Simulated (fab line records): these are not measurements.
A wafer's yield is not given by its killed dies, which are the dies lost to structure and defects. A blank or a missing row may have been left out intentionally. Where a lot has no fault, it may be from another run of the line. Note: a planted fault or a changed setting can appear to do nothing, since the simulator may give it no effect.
fab line records	flow sfq-line
record lots=5	wafers=23
route steps=325 shown M2@92 I2@111 M3@123 I3@138 M4@155 I4@163
start-h: start of the lot's first displayed wafer, in hours after the record's first day	wait-h: hours since the lot's step before	" repeats the value in the row above	L1.1+2: a row that stands for several wafers	- no value present, or no start provided	* or withheld: withheld	< > ~ a bound
route shown NAME@n: NAME is a module with steps in the file, n the number in the route of the first one	usual: average and standard deviation across the fault-free wafers	same: alike in all rows	chamber/n: place in a boat	sites: readings site by site	_std_site: standard deviation of those values	_edge_site: the outer-site mean with the inner-site mean subtracted	radius-mm: how far each site lies from the wafer's centre	mask NAME#n: copy n	behind: the tool/chamber that last shaped the wafer	hold: why the lot went on hold/how many hours it stayed there/how the hold came to an end	device: transistor that didn't switch, given as n, p or np	end of line: tests of these same wafers at the route's end	a step without rows: its recipe alone	killed: count of dies lost to structure and defects at first sort (not the wafer's yield)	map: dies across one wafer; x = killed, . = not, _ = none there
set.NAME: the setting the step ran with; set.NAME@STEP: the setting that earlier step ran with	model.NAME: the simulator's own value behind a step, which no gauge read
lots with deliberately changed settings; one table per step, one row per wafer
## steps
# step SFQ_TRILAYER_M2_LITHO_COAT_062
# recipe resist=BARC	spin-rpm=3000	resist-thk-nm=62
lot.wafer	tool	chamber	start-h	wait-h	set.resist-thk-nm	model.BARC_of_TRILAYER_M2_LITHO_COAT_062.thk-nm
L074.1	litho-track-01	0	678.71	0.1	62	62.22
L074.3	"	0	"	"	62	62.07
L074.4	"	0	"	"	60.48	60.63
L074.5	"	0	"	"	60.48	60.38
L074.6	"	0	"	"	62	62.04
L076.1	litho-track-02	0	704.91	0.1	59.27	59.21
L076.3	"	0	"	"	59.27	59.3
L076.4	"	0	"	"	62	62.09
L076.5	"	0	"	"	62	61.68
L076.6	"	0	"	"	59.27	59.12
L077.2+6	litho-track-04	0	724.16	0.1	62	62.34
L077.3	"	0	"	"	65.16	65.48
L077.4	"	0	"	"	65.16	65.51
L077.5	"	0	"	"	65.16	65.52
L083.1	litho-track-02	0	803.45	0.1	62	62.04
L083.2	"	0	"	"	62	62.09
L083.3	"	0	"	"	64.65	64.52
L083.4	"	0	"	"	64.65	64.71
L083.5	"	0	"	"	64.65	64.65
L085.2	litho-track-04	0	825.09	0.1	62	62.01
L085.4+5	"	0	"	"	62	62.12
# step SFQ_TRILAYER_M2_LITHO_COAT_057
# recipe resist=KrF	spin-rpm=3000	resist-thk-nm=600
# step SFQ_TRILAYER_M2_LITHO_SOFTBAKE_061
# recipe temp-c=withheld	time-s=withheld	resist=KrF
# step SFQ_TRILAYER_M2_LITHO_DEVELOP_059
# recipe time-s=60	resist=KrF
# step SFQ_TRILAYER_M2_BARC_OPEN_METAL_ETCH_077
# recipe mask-material=PR	chemistry=O2	target-depth-nm=125	target=BARC	icp-w=600	bias-w=78.66	pressure-mtorr=10	time-s=41.7
# usual oes-product-au=0.686/0.0042
lot.wafer	tool	chamber	start-h	wait-h	set.resist-thk-nm@TRILAYER_M2_LITHO_COAT_062	oes-product-au	model.etch.depth-nm
L074.1	rie-metal-02	1	834.61	0.0	62	0.688	-
L074.3	"	1	"	"	62	0.690	-
L074.4	"	0	"	"	60.48	0.682	60.63
L074.5	"	1	"	"	60.48	0.676	-
L074.6	"	0	"	"	62	0.681	62.04
L076.1	rie-metal-02	1	858.74	0.0	59.27	0.674	-
L076.3	"	0	"	"	59.27	0.676	-
L076.4	"	1	"	"	62	0.691	62.09
L076.5	"	1	"	"	62	0.693	61.68
L076.6	"	0	"	"	59.27	0.674	59.12
L077.2	rie-metal-01	0	879.14	0.0	62	0.683	-
L077.3	"	1	"	"	65.16	0.696	65.48
L077.4	"	0	"	"	65.16	0.699	65.51
L077.5	"	1	"	"	65.16	0.704	65.52
L077.6	"	0	"	"	62	0.686	-
L083.1	rie-metal-04	1	948.99	0.0	62	0.693	-
L083.2	"	0	"	"	62	0.689	62.09
L083.3	"	1	"	"	64.65	0.694	-
L083.4	"	0	"	"	64.65	0.702	64.71
L083.5	"	1	"	"	64.65	0.703	-
L085.2	rie-metal-02	1	969.39	0.0	62	0.690	62.01
L085.4	"	0	"	"	62	0.684	62.12
L085.5	"	1	"	"	62	0.691	62.12
# step SFQ_TRILAYER_I2_VIA_LITHO_PEB_070
# recipe peb-temp-c=115	peb-time-s=60	resist=KrF
lot.wafer	tool	chamber	start-h	wait-h	set.peb-temp-c
L074.1+4+5	litho-track-04	0	995.05	1.0	115
L074.3+6	"	0	"	"	113.6
L076.1+3+4+5+6	litho-track-01	0	1017.85	1.0	115
L077.2+5+6	litho-track-03	0	1037.07	0.8	112.8
L077.3+4	"	0	"	"	115
L083.1+4	litho-track-01	0	1101.14	1.0	116.7
L083.2+3+5	"	0	"	"	115
L085.2+4+5	litho-track-03	0	1120.37	0.8	115
# step SFQ_TRILAYER_I2_VIA_LITHO_DEVELOP_069
# recipe time-s=60	resist=KrF
# step SFQ_TRILAYER_I2_VIA_BARC_OPEN_VIA_ETCH_096
# recipe mask-material=PR	chemistry=O2	target-depth-nm=125	target=BARC	source-w=500	bias-w=80	pressure-mtorr=30	time-s=41.7
lot.wafer	tool	chamber	start-h	wait-h	set.peb-temp-c@TRILAYER_I2_VIA_LITHO_PEB_070	model.I2.cd-nm
L074.1	rie-diel-01	1	995.38	0.0	115	498.8
L074.3	"	3	"	"	113.6	476.5
L074.4	"	2	"	"	115	500.4
L074.5	"	1	"	"	115	500
L074.6	"	2	"	"	113.6	474.6
L076.1	rie-diel-03	0	1018.18	0.0	115	498.8
L076.3	"	2	"	"	115	498.2
L076.4	"	3	"	"	115	497.9
L076.5	"	1	"	"	115	500.8
L076.6	"	2	"	"	115	498.4
L077.2	rie-diel-02	3	1037.38	0.0	112.8	454.8
L077.3	"	0	"	"	115	496.4
L077.4	"	2	"	"	115	499.5
L077.5	"	2	"	"	112.8	456.3
L077.6	"	1	"	"	112.8	456.7
L083.1	rie-diel-01	2	1101.48	0.0	116.7	528.3
L083.2	"	3	"	"	115	502.3
L083.3	"	0	"	"	115	499.2
L083.4	"	1	"	"	116.7	528.5
L083.5	"	2	"	"	115	500.1
L085.2	rie-diel-02	3	1120.68	0.0	115	499.9
L085.4	"	2	"	"	115	502.9
L085.5	"	2	"	"	115	502.4
# step SFQ_TRILAYER_M3_LITHO_COAT_075
# recipe resist=KrF	spin-rpm=3000	resist-thk-nm=600
lot.wafer	tool	chamber	start-h	wait-h	set.spin-rpm	model.KrF_of_TRILAYER_M3_LITHO_COAT_075.thk-nm
L074.1+6	litho-track-01	0	996.91	0.2	2846	613.7
L074.3	"	0	"	"	3000	597.7
L074.4	"	0	"	"	2846	614
L074.5	"	0	"	"	3000	598.4
L076.1	litho-track-01	0	1019.71	0.2	3000	596.6
L076.3	"	0	"	"	3000	598.1
L076.4	"	0	"	"	3160	582.2
L076.5	"	0	"	"	3160	584.4
L076.6	"	0	"	"	3160	583.9
L077.2	litho-track-01	0	1038.96	0.2	3000	599.7
L077.3	"	0	"	"	3000	599
L077.4	"	0	"	"	2920	606.6
L077.5	"	0	"	"	2920	608.8
L077.6	"	0	"	"	3000	598.7
L083.1	litho-track-02	0	1103.01	0.2	3075	594
L083.2	"	0	"	"	3000	600.4
L083.3	"	0	"	"	3075	593.4
L083.4	"	0	"	"	3075	594.4
L083.5	"	0	"	"	3000	603
L085.2	litho-track-02	0	1122.26	0.2	3000	601.9
L085.4	"	0	"	"	3000	601.7
L085.5	"	0	"	"	3000	604.4
# step SFQ_TRILAYER_M3_BARC_OPEN_METAL_ETCH_100
# recipe mask-material=PR	chemistry=O2	target-depth-nm=125	target=BARC	icp-w=600	bias-w=80	pressure-mtorr=10	time-s=41.7
# usual oes-product-au=0.684/0.0048
lot.wafer	tool	chamber	start-h	wait-h	set.time-s	set.spin-rpm@TRILAYER_M3_LITHO_COAT_075	oes-product-au	model.KrF_of_TRILAYER_M3_LITHO_COAT_075.thk-nm
L074.1	rie-metal-04	1	998.90	0.0	45.15	2846	0.686	530.9
L074.3	"	1	"	"	45.15	3000	0.674	515
L074.4	"	1	"	"	41.7	2846	0.686	535.9
L074.5	"	1	"	"	41.7	3000	0.689	520
L074.6	"	1	"	"	45.15	2846	0.677	531.2
L076.1	rie-metal-03	0	1021.70	0.0	36.75	3000	0.725	525.6
L076.3	"	1	"	"	41.7	3000	0.688	519.6
L076.4	"	0	"	"	41.7	3160	0.686	504.9
L076.5	"	0	"	"	41.7	3160	0.683	507.3
L076.6	"	1	"	"	36.75	3160	0.725	511.6
L077.2	rie-metal-04	1	1042.10	0.0	43.39	3000	0.677	519
L077.3	"	0	"	"	41.7	3000	0.690	521.1
L077.4	"	1	"	"	41.7	2920	0.684	527.5
L077.5	"	1	"	"	43.39	2920	0.686	527.6
L077.6	"	0	"	"	41.7	3000	0.687	520.3
L083.1	rie-metal-01	0	1246.04	0.0	41.7	3075	0.682	517.4
L083.2	"	1	"	"	37.53	3000	0.719	527.5
L083.3	"	1	"	"	41.7	3075	0.688	515.3
L083.4	"	0	"	"	37.53	3075	0.721	522.6
L083.5	"	1	"	"	37.53	3000	0.716	530.4
L085.2	rie-metal-01	1	1267.77	0.0	41.7	3000	0.679	525
L085.4	"	0	"	"	41.7	3000	0.685	525.7
L085.5	"	0	"	"	41.7	3000	0.689	528.7
# step SFQ_TRILAYER_M3_ETCH_METAL_ETCH_078
# recipe target=Nb	stop-on=SiO2	mask-material=PR	chemistry=Cl2/Ar	target-depth-nm=240	icp-w=600	bias-w=80	pressure-mtorr=10	time-s=120
lot.wafer	tool	chamber	start-h	wait-h	set.spin-rpm@TRILAYER_M3_LITHO_COAT_075	model.KrF_of_TRILAYER_M3_LITHO_COAT_075.thk-nm
L074.1	rie-metal-04	1	999.02	0.1	2846	385.5
L074.3	"	1	"	"	3000	370.4
L074.4	"	1	"	"	2846	390.8
L074.5	"	1	"	"	3000	375.4
L074.6	"	1	"	"	2846	386
L076.1	rie-metal-03	0	1021.76	0.0	3000	382.5
L076.3	"	1	"	"	3000	373.8
L076.4	"	0	"	"	3160	361.4
L076.5	"	0	"	"	3160	364.7
L076.6	"	1	"	"	3160	366.1
L077.2	rie-metal-04	1	1042.16	0.0	3000	374.6
L077.3+6	"	0	"	"	3000	379.5
L077.4	"	1	"	"	2920	384
L077.5	"	1	"	"	2920	384.3
L083.1	rie-metal-01	0	1246.10	0.0	3075	376.1
L083.2	"	1	"	"	3000	382.5
L083.3	"	1	"	"	3075	370.8
L083.4	"	0	"	"	3075	381.3
L083.5	"	1	"	"	3000	387.1
L085.2	rie-metal-01	1	1267.83	0.0	3000	385
L085.4	"	0	"	"	3000	386.7
L085.5	"	0	"	"	3000	390.2
# step SFQ_TRILAYER_I3_VIA_LITHO_COAT_085
# recipe resist=KrF	spin-rpm=3000	resist-thk-nm=650
lot.wafer	tool	chamber	start-h	wait-h	set.resist-thk-nm	model.KrF_of_TRILAYER_I3_VIA_LITHO_COAT_085.thk-nm
L074.1	litho-track-02	0	1005.34	0.2	650	654.4
L074.3+6	"	0	"	"	665.2	666.8
L074.4	"	0	"	"	665.2	668.4
L074.5	"	0	"	"	650	652.4
L076.1	litho-track-02	0	1027.36	0.2	613.5	612.2
L076.3	"	0	"	"	613.5	612.9
L076.4	"	0	"	"	613.5	612.7
L076.5	"	0	"	"	650	650.3
L076.6	"	0	"	"	650	649.2
L077.2	litho-track-02	0	1048.49	0.2	650	650.5
L077.3	"	0	"	"	650	648.5
L077.4	"	0	"	"	650	649.6
L077.5	"	0	"	"	650	650.2
L077.6	"	0	"	"	650	652.7
L083.1	litho-track-02	0	1251.70	0.2	650	648.9
L083.2	"	0	"	"	650	649.8
L083.3	"	0	"	"	683.4	682.8
L083.4	"	0	"	"	683.4	681.2
L083.5	"	0	"	"	650	647.9
L085.2	litho-track-02	0	1273.47	0.2	650	647.7
L085.4	"	0	"	"	650	650
L085.5	"	0	"	"	650	647.1
# step SFQ_TRILAYER_I3_VIA_BARC_OPEN_VIA_ETCH_121
# recipe mask-material=PR	chemistry=O2	target-depth-nm=125	target=BARC	source-w=500	bias-w=80	pressure-mtorr=30	time-s=41.7
lot.wafer	tool	chamber	start-h	wait-h	set.time-s	set.resist-thk-nm@TRILAYER_I3_VIA_LITHO_COAT_085	model.KrF_of_TRILAYER_I3_VIA_LITHO_COAT_085.thk-nm
L074.1	rie-diel-01	1	1146.00	0.0	41.7	650	576.6
L074.3	"	3	"	"	41.7	665.2	589.5
L074.4	"	0	"	"	39.05	665.2	594.6
L074.5	"	0	"	"	39.05	650	578.7
L074.6	"	1	"	"	39.05	665.2	592.3
L076.1	rie-diel-04	3	1167.15	0.0	47.83	613.5	528.1
L076.3	"	1	"	"	41.7	613.5	535.5
L076.4	"	0	"	"	47.83	613.5	529
L076.5	"	2	"	"	41.7	650	572.9
L076.6	"	3	"	"	47.83	650	564.8
L077.2	rie-diel-03	3	1188.60	0.0	41.7	650	574.9
L077.3	"	2	"	"	41.7	650	571.4
L077.4	"	1	"	"	41.7	650	572.8
L077.5	"	1	"	"	38.24	650	577.5
L077.6	"	2	"	"	38.24	650	580.5
L083.1	rie-diel-04	0	1382.28	0.0	47.71	650	565.1
L083.2	"	3	"	"	41.7	650	573.5
L083.3	"	1	"	"	41.7	683.4	604.3
L083.4	"	2	"	"	41.7	683.4	604.7
L083.5	"	2	"	"	47.71	650	563.5
L085.2	rie-diel-01	2	1402.00	0.0	41.7	650	569.3
L085.4	"	1	"	"	41.7	650	573.1
L085.5	"	1	"	"	41.7	650	570.1
# step SFQ_TRILAYER_I3_VIA_ETCH_VIA_ETCH_088
# recipe target=SiO2	stop-on=Nb	mask-material=PR	taper-deg=20	chemistry=CHF3	target-depth-nm=260	source-w=500	bias-w=80	pressure-mtorr=30	time-s=withheld
lot.wafer	tool	chamber	start-h	wait-h	set.resist-thk-nm@TRILAYER_I3_VIA_LITHO_COAT_085	model.KrF_of_TRILAYER_I3_VIA_LITHO_COAT_085.thk-nm
L074.1	rie-diel-01	1	1146.04	0.0	650	531.6
L074.3	"	3	"	"	665.2	544.2
L074.4	"	0	"	"	665.2	550.1
L074.5	"	0	"	"	650	534.3
L074.6	"	1	"	"	665.2	547.1
L076.1	rie-diel-04	3	1167.19	0.0	613.5	484
L076.3	"	1	"	"	613.5	489.9
L076.4	"	0	"	"	613.5	485.2
L076.5	"	2	"	"	650	527.2
L076.6	"	3	"	"	650	520.1
L077.2	rie-diel-03	3	1188.64	0.0	650	531
L077.3	"	2	"	"	650	527.1
L077.4	"	1	"	"	650	528.1
L077.5	"	1	"	"	650	533
L077.6	"	2	"	"	650	536.3
L083.1	rie-diel-04	0	1382.32	0.0	650	520.7
L083.2	"	3	"	"	650	529.2
L083.3	"	1	"	"	683.4	558.4
L083.4	"	2	"	"	683.4	560.2
L083.5	"	2	"	"	650	519
L085.2	rie-diel-01	2	1402.04	0.0	650	523.8
L085.4	"	1	"	"	650	528.9
L085.5	"	1	"	"	650	525.8
# step SFQ_TRILAYER_M4_LITHO_EXPOSE_094
# recipe mask-id=M4	na=0.6	source-shape=conventional	sigma-outer=0.65	target-cd-nm=500	dose-mj=14.4
lot.wafer	tool	chamber	start-h	wait-h	mask	set.dose-mj
L074.1+6	krf-scanner-01	0	1289.03	-	M4#0	13.76
L074.3+4+5	"	0	"	"	M4#0	14.4
L076.1+5+6	krf-scanner-02	0	1307.16	-	M4#0	14.4
L076.3+4	"	0	"	"	M4#0	14.79
L077.2+4+6	krf-scanner-01	0	1329.49	-	M4#0	14.4
L077.3+5	"	0	"	"	M4#0	14.1
L083.1+2+3+4+5	krf-scanner-02	0	1384.26	-	M4#0	14.4
L085.2+4+5	krf-scanner-02	0	1411.82	-	M4#0	14.4
# step SFQ_TRILAYER_M4_BARC_OPEN_METAL_ETCH_123
# recipe mask-material=PR	chemistry=O2	target-depth-nm=125	target=BARC	icp-w=600	bias-w=80	pressure-mtorr=10	time-s=41.7
lot.wafer	tool	chamber	start-h	wait-h	set.time-s	set.dose-mj@TRILAYER_M4_LITHO_EXPOSE_094	model.KrF_of_TRILAYER_M4_LITHO_COAT_093.thk-nm	model.M4.cd-nm
L074.1	rie-metal-02	1	1290.57	0.0	41.7	13.76	524.4	509.2
L074.3	"	1	"	"	41.7	14.4	524.5	502.3
L074.4	"	1	"	"	41.7	14.4	525.1	501.8
L074.5	"	1	"	"	41.7	14.4	524.9	502.6
L074.6	"	1	"	"	41.7	13.76	525	510.3
L076.1	rie-metal-01	0	1308.69	0.0	41.7	14.4	525.1	498.3
L076.3	"	0	"	"	45.91	14.79	517.4	494.4
L076.4	"	1	"	"	41.7	14.79	524	494.5
L076.5	"	0	"	"	45.91	14.4	517.9	497.9
L076.6	"	1	"	"	45.91	14.4	517.5	500.3
L077.2	rie-metal-01	1	1330.82	0.0	46.96	14.4	515.3	503.1
L077.3	"	0	"	"	46.96	14.1	516.6	503.6
L077.4	"	1	"	"	41.7	14.4	522.7	502.8
L077.5	"	1	"	"	41.7	14.1	522.1	504.9
L077.6	"	0	"	"	46.96	14.4	514	500.7
L083.1	rie-metal-02	0	1385.79	0.0	41.7	14.4	521.9	500.3
L083.2	"	1	"	"	44.38	14.4	519.1	502
L083.3	"	0	"	"	44.38	14.4	519.4	500.1
L083.4	"	1	"	"	41.7	14.4	520.5	502.4
L083.5	"	0	"	"	44.38	14.4	517.9	500.3
L085.2	rie-metal-04	1	1413.15	0.0	41.7	14.4	523.7	504.5
L085.4	"	0	"	"	41.7	14.4	524	500.7
L085.5	"	1	"	"	41.7	14.4	522.4	505.5
# step SFQ_TRILAYER_M4_ETCH_METAL_ETCH_096
# recipe target=Nb	stop-on=SiO2	mask-material=PR	chemistry=Cl2/Ar	target-depth-nm=240	icp-w=600	bias-w=80	pressure-mtorr=10	time-s=125
lot.wafer	tool	chamber	start-h	wait-h	set.time-s@TRILAYER_M4_BARC_OPEN_METAL_ETCH_123	model.KrF_of_TRILAYER_M4_LITHO_COAT_093.thk-nm
L074.1	rie-metal-02	1	1290.69	0.1	41.7	379.9
L074.3+5	"	1	"	"	41.7	380.4
L074.4	"	1	"	"	41.7	379.2
L074.6	"	1	"	"	41.7	379.5
L076.1	rie-metal-01	0	1308.75	0.0	41.7	378.5
L076.3	"	0	"	"	45.91	370.1
L076.4	"	1	"	"	41.7	374.7
L076.5	"	0	"	"	45.91	372.2
L076.6	"	1	"	"	45.91	370
L077.2	rie-metal-01	1	1330.88	0.0	46.96	365.9
L077.3	"	0	"	"	46.96	369.4
L077.4	"	1	"	"	41.7	374.5
L077.5	"	1	"	"	41.7	373.5
L077.6	"	0	"	"	46.96	366.4
L083.1	rie-metal-02	0	1385.85	0.0	41.7	373.8
L083.2	"	1	"	"	44.38	373.3
L083.3	"	0	"	"	44.38	371.9
L083.4	"	1	"	"	41.7	374.8
L083.5	"	0	"	"	44.38	369.3
L085.2	rie-metal-04	1	1413.21	0.0	41.7	372.3
L085.4	"	0	"	"	41.7	371.5
L085.5	"	1	"	"	41.7	370.2
# step SFQ_TRILAYER_I4_DEP_PECVD_099
# recipe material=SiO2	temp-c=150	time-s=111.11	pressure-torr=2.4	rf-w=183.3	precursor=SiH4/N2O	target-thk-nm=500
lot.wafer	tool	chamber	start-h	wait-h	set.time-s	model.SiO2_of_TRILAYER_I4_DEP_PECVD_099.thk-nm
L074.1	pecvd-04	1	1292.31	0.0	111.11	506.9
L074.3	"	2	"	"	96.36	436.5
L074.4	"	2	"	"	111.11	509.8
L074.5	"	1	"	"	96.36	452.2
L074.6	"	0	"	"	111.11	511.8
L076.1	pecvd-01	1	1309.65	0.0	106.5	469.3
L076.3	"	0	"	"	111.11	493.1
L076.4	"	0	"	"	111.11	505.9
L076.5	"	2	"	"	111.11	503.8
L076.6	"	1	"	"	106.5	469.7
L077.2	pecvd-03	1	1331.78	0.0	94.46	424.9
L077.3	"	0	"	"	94.46	430.1
L077.4	"	0	"	"	111.11	514.7
L077.5	"	1	"	"	94.46	435.2
L077.6	"	2	"	"	111.11	514.1
L083.1	pecvd-03	2	1386.75	0.0	103.3	469.9
L083.2	"	1	"	"	111.11	502.9
L083.3	"	0	"	"	111.11	502.1
L083.4	"	0	"	"	103.3	472.5
L083.5	"	2	"	"	103.3	488.1
L085.2	pecvd-04	2	1414.11	0.0	111.11	499.3
L085.4	"	1	"	"	111.11	509.6
L085.5	"	0	"	"	111.11	503
# step SFQ_TRILAYER_I4_CMP_CMP_100
# recipe material=SiO2	down-force-psi=3	platen-rpm=60	pad-velocity-m-s=0.94248
# usual time-to-endpoint-s=215/11
lot.wafer	tool	chamber	start-h	wait-h	set.time-s@TRILAYER_I4_DEP_PECVD_099	time-to-endpoint-s
L074.3	cmp-01	0	1292.39	0.0	96.36	172
L074.1	"	1	"	"	111.11	235
L074.4	"	2	"	"	111.11	230
L074.6	"	0	1294.39	2.0	111.11	228
L074.5	"	1	"	"	96.36	192
L076.1	cmp-02	0	1310.33	0.6	106.5	182
L076.3	"	1	"	"	111.11	199
L076.4	"	2	"	"	111.11	223
L076.6	"	0	1312.33	2.6	106.5	186
L076.5	"	1	"	"	111.11	202
L077.3	cmp-02	3	1332.50	0.7	94.46	166
L077.4	"	0	"	"	111.11	215
L077.2	"	2	1334.00	2.2	94.46	171
L077.6	"	3	"	"	111.11	230
L077.5	"	0	"	"	94.46	167
L083.1	cmp-01	3	1401.28	14.5	103.3	181
L083.3	"	0	"	"	111.11	213
L083.4	"	1	"	"	103.3	205
L083.2	"	2	"	"	111.11	211
L083.5	"	3	"	"	103.3	193
L085.2	cmp-02	3	1415.48	1.3	111.11	212
L085.4	"	1	1416.48	2.3	111.11	204
L085.5	"	0	1417.98	3.8	111.11	203
## key
split step=SFQ_TRILAYER_M2_LITHO_COAT_062	setting=resist-thk-nm	stated=62	by=wafer
response step=SFQ_TRILAYER_M2_LITHO_COAT_062	reading=model.BARC_of_TRILAYER_M2_LITHO_COAT_062.thk-nm	change=+0.614	per=1%	r=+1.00
response step=SFQ_TRILAYER_M2_BARC_OPEN_METAL_ETCH_077	reading=oes-product-au	change=+0.00305	per=1%	r=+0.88
response step=SFQ_TRILAYER_M2_BARC_OPEN_METAL_ETCH_077	reading=model.etch.depth-nm	change=+0.615	per=1%	r=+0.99
split step=SFQ_TRILAYER_I2_VIA_LITHO_PEB_070	setting=peb-temp-c	stated=115	by=wafer
response step=SFQ_TRILAYER_I2_VIA_BARC_OPEN_VIA_ETCH_096	reading=model.I2.cd-nm	change=+20.6	per=1%	r=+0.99
split step=SFQ_TRILAYER_M3_LITHO_COAT_075	setting=spin-rpm	stated=3000	by=wafer
response step=SFQ_TRILAYER_M3_LITHO_COAT_075	reading=model.KrF_of_TRILAYER_M3_LITHO_COAT_075.thk-nm	change=-2.89	per=1%	r=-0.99
response step=SFQ_TRILAYER_M3_BARC_OPEN_METAL_ETCH_100	reading=model.KrF_of_TRILAYER_M3_LITHO_COAT_075.thk-nm	change=-2.96	per=1%	r=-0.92
response step=SFQ_TRILAYER_M3_ETCH_METAL_ETCH_078	reading=model.KrF_of_TRILAYER_M3_LITHO_COAT_075.thk-nm	change=-2.76	per=1%	r=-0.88
split step=SFQ_TRILAYER_M3_BARC_OPEN_METAL_ETCH_100	setting=time-s	stated=41.7	by=wafer
response step=SFQ_TRILAYER_M3_BARC_OPEN_METAL_ETCH_100	reading=oes-product-au	change=-0.00274	per=1%	r=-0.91
response step=SFQ_TRILAYER_M3_BARC_OPEN_METAL_ETCH_100	reading=model.KrF_of_TRILAYER_M3_LITHO_COAT_075.thk-nm	slope=-0.506	per=1%	together-with=spin-rpm@TRILAYER_M3_LITHO_COAT_075	explained=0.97
split step=SFQ_TRILAYER_I3_VIA_LITHO_COAT_085	setting=resist-thk-nm	stated=650	by=wafer
response step=SFQ_TRILAYER_I3_VIA_LITHO_COAT_085	reading=model.KrF_of_TRILAYER_I3_VIA_LITHO_COAT_085.thk-nm	change=+6.48	per=1%	r=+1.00
response step=SFQ_TRILAYER_I3_VIA_BARC_OPEN_VIA_ETCH_121	reading=model.KrF_of_TRILAYER_I3_VIA_LITHO_COAT_085.thk-nm	change=+6.9	per=1%	r=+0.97
response step=SFQ_TRILAYER_I3_VIA_ETCH_VIA_ETCH_088	reading=model.KrF_of_TRILAYER_I3_VIA_LITHO_COAT_085.thk-nm	change=+6.77	per=1%	r=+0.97
split step=SFQ_TRILAYER_I3_VIA_BARC_OPEN_VIA_ETCH_121	setting=time-s	stated=41.7	by=wafer
response none clear
split step=SFQ_TRILAYER_M4_LITHO_EXPOSE_094	setting=dose-mj	stated=14.4	by=wafer
response step=SFQ_TRILAYER_M4_BARC_OPEN_METAL_ETCH_123	reading=model.M4.cd-nm	change=-1.57	per=1%	r=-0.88
split step=SFQ_TRILAYER_M4_BARC_OPEN_METAL_ETCH_123	setting=time-s	stated=41.7	by=wafer
response step=SFQ_TRILAYER_M4_BARC_OPEN_METAL_ETCH_123	reading=model.KrF_of_TRILAYER_M4_LITHO_COAT_093.thk-nm	change=-0.579	per=1%	r=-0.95
response step=SFQ_TRILAYER_M4_ETCH_METAL_ETCH_096	reading=model.KrF_of_TRILAYER_M4_LITHO_COAT_093.thk-nm	change=-0.536	per=1%	r=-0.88
split step=SFQ_TRILAYER_I4_DEP_PECVD_099	setting=time-s	stated=111.11	by=wafer
response step=SFQ_TRILAYER_I4_DEP_PECVD_099	reading=model.SiO2_of_TRILAYER_I4_DEP_PECVD_099.thk-nm	change=+5.22	per=1%	r=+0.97
response step=SFQ_TRILAYER_I4_CMP_CMP_100	reading=time-to-endpoint-s	change=*	per=1%	r=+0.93
